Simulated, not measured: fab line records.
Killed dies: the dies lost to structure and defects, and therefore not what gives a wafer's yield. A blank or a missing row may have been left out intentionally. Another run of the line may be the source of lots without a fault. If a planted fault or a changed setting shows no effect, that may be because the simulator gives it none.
The tool behind it: which one? -- flow sky130 -- 39 wafers from 13 lots sampled at 5 of the route's 708 steps

WHAT EACH GAUGE READ, for each wafer
SKY_PWDE_OVL_MEAS_07. Usual: PWDE_OVL typically reads -1.4 nm, with standard deviation 1.3.
lot,measured,on,PWDE_OVL (nm),flag
L719,day 4 01:56,overlay-02,-1.6 -1.3 -2.2,
L720,day 4 07:14,overlay-02,-0.5 -1.7 -1.4,
L723,day 5 01:53,overlay-02,-0.7 -0.8 -0.9,
L725,day 5 14:55,overlay-02,-3.0 -1.3 -2.2,
L726,day 5 17:50,overlay-02,-4.0 0.0 -2.2,
L728,day 6 04:25,overlay-01,-1.4 -1.3 -1.4,
L729,day 6 10:38,overlay-01,-1.1 -0.4 1.0,
L732,day 7 02:20,overlay-02,-1.7 -3.2 -3.1,
L735,day 7 21:59,overlay-02,-3.0 0.4 -2.9,
L736,day 8 00:10,overlay-01,-0.6 -0.9 0.1,
L737,day 8 08:14,overlay-02,-2.6 -1.8 -1.2,
L739,day 8 18:22,overlay-02,-3.2 -1.3 -1.6,
L740,day 9 02:28,overlay-02,-2.3 -2.2 -0.5,

SKY_NWELL_OVL_MEAS_23. Usual: NWELL_01_OVL typically reads 0.0 nm, with standard deviation 1.3.
lot,measured,on,NWELL_01_OVL (nm),flag
L719,day 5 14:39,overlay-02,-0.4 -0.8 0.9,
L720,day 5 19:19,overlay-01,-1.6 1.0 1.9,
L723,day 6 16:25,overlay-02,-2.8 -0.2 -0.7,
L725,day 7 05:26,overlay-02,0.4 0.2 0.2,
L726,day 7 08:20,overlay-01,1.7 1.9 0.6,
L728,day 7 20:26,overlay-01,-0.1 -1.1 -1.0,
L729,day 8 03:02,overlay-01,1.1 2.1 0.4,
L732,day 8 19:56,overlay-02,0.0 1.3 -0.7,
L735,day 9 17:15,overlay-02,1.9 -1.8 -0.3,
L736,day 9 18:55,overlay-02,-2.2 -0.2 -0.2,
L737,day 10 05:20,overlay-02,0.9 -0.1 -0.3,
L739,day 10 15:53,overlay-02,2.2 2.1 2.5,
L740,day 11 00:33,overlay-01,-1.6 0.8 -1.1,

SKY_VT_ADJUST_LVTN_TW_MEAS_10. Usual: VT_ADJUST_LVTN_TW typically reads 239.8, with standard deviation 2.1.
lot,measured,on,VT_ADJUST_LVTN_TW,flag
L719,day 7 05:28,film_metro-01,238.7 238.7 238.5,
L720,day 7 09:45,film_metro-02,235.6 236.3 236.9,
L723,day 8 09:05,film_metro-03,242.0 241.1 241.1,
L725,day 8 23:10,film_metro-03,241.6 241.2 241.6,
L726,day 9 02:02,film_metro-03,243.5 240.9 241.6,
L728,day 9 17:05,film_metro-02,237.3 237.3 237.3,
L729,day 9 23:48,film_metro-01,239.1 238.0 239.3,
L732,day 10 18:11,film_metro-01,226.3 226.8 225.7,OFF
L735,day 11 17:48,film_metro-02,224.0 223.3 224.7,OFF
L736,day 11 19:06,film_metro-03,241.0 241.8 241.9,
L737,day 12 06:28,film_metro-01,239.0 238.8 238.8,
L739,day 12 16:48,film_metro-03,243.5 241.8 241.1,
L740,day 13 02:25,film_metro-01,240.2 240.5 240.5,

WHAT TOOL EACH LOT RAN ON (gives the tool, then ch and the chambers of the sampled wafers, and finally the start)
lot,SKY_NWELL_STRIP_14,SKY_VT_ADJUST_LVTN_IMPLANT_08
L719,"plasma_asher-01 ch 0,1, day 4 20:06","implanter-02 ch 0, day 7 05:14"
L720,"plasma_asher-04 ch 0,1, day 5 01:33","implanter-04 ch 0, day 7 09:30"
L723,"plasma_asher-02 ch 0,1, day 5 20:43","implanter-04 ch 0, day 8 08:50"
L725,"plasma_asher-01 ch 0,1, day 6 10:27","implanter-02 ch 0, day 8 22:56"
L726,"plasma_asher-04 ch 0,1, day 6 12:53","implanter-04 ch 0, day 9 01:47"
L728,"plasma_asher-04 ch 0,1, day 7 00:15","implanter-01 ch 0, day 9 16:50"
L729,"plasma_asher-04 ch 0,1, day 7 06:44","implanter-04 ch 0, day 9 23:33"
L732,"plasma_asher-04 ch 0,1, day 7 23:26","implanter-04 ch 0, day 10 17:56"
L735,"plasma_asher-04 ch 0,1, day 8 18:54","implanter-04 ch 0, day 11 17:35"
L736,"plasma_asher-02 ch 0,1, day 8 21:07","implanter-01 ch 0, day 11 18:51"
L737,"plasma_asher-04 ch 0,1, day 9 06:43","implanter-01 ch 0, day 12 06:15"
L739,"plasma_asher-02 ch 0,1, day 9 17:22","implanter-02 ch 0, day 12 16:33"
L740,"plasma_asher-04 ch 0,1, day 10 01:15","implanter-01 ch 0, day 13 02:11"
- SKY_NWELL_STRIP_14: strips in O2/N2.
- SKY_VT_ADJUST_LVTN_IMPLANT_08

WHAT THE TOOLS THEMSELVES READ (means of the sampled wafers that have a number; where no wafer has one, the mark that the record gives instead)
SKY_NWELL_STRIP_14. Usual: drypump_motor_current_A 5.8 A, standard deviation 0.38; oes_product_au 0.722 a.u., standard deviation 0.0046; strip_time_to_endpoint_s 36.89 s, standard deviation 0.1.
lot,tool,drypump_motor_current_A (A),oes_product_au (a.u.),strip_time_to_endpoint_s (s),flag
L719,plasma_asher-01,5.4,0.725,37.02,
L720,plasma_asher-04,5.6,0.725,36.97,
L723,plasma_asher-02,6.3,0.723,36.89,
L725,plasma_asher-01,5.6,0.722,36.88,
L726,plasma_asher-04,5.6,0.725,36.90,
L728,plasma_asher-04,5.6,0.722,36.78,
L729,plasma_asher-04,5.6,0.718,36.78,
L732,plasma_asher-04,5.6,0.725,36.75,
L735,plasma_asher-04,5.6,0.727,36.87,
L736,plasma_asher-02,6.2,0.721,36.82,
L737,plasma_asher-04,5.7,0.721,36.83,
L739,plasma_asher-02,6.3,0.724,36.86,
L740,plasma_asher-04,5.6,0.725,36.84,

THE ANSWER, worked out from the rows above alone
Rule: lot off if the mean of its wafers having a number is beyond 3 standard deviations from the usual mean. Also off: a lot with no number at a reading for which 4 or more lots have one. All remaining lots with rows at the step are treated as sound. First the gauges in route order, then the tools' own readings, where a lot's mean is used as printed above. At the first step where some lot is off, the reading lying furthest off is the one used; lots without a number count as furthest.
Off: at SKY_VT_ADJUST_LVTN_TW_MEAS_10 (VT_ADJUST_LVTN_TW), L732, L735.
A tool fits if, at a process step before that reading, it ran every lot that is off, and no sound lot after the first of them. Gauges at SKY_VT_ADJUST_LVTN_TW_MEAS_10: tried the same way as those tools. One fits: implanter-04 at SKY_VT_ADJUST_LVTN_IMPLANT_08. A fault onset in the window from L729 (day 9 23:33, its last sound lot) to L732 (day 10 17:56, its first lot off) fits.

WHAT HAD BEEN PUT IN BY THE SIMULATOR
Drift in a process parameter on implanter-04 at SKY_VT_ADJUST_LVTN_IMPLANT_08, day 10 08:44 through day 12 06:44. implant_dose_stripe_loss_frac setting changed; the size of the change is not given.
Struck lots among those shown: L732, L735. Same finding as the rule above.
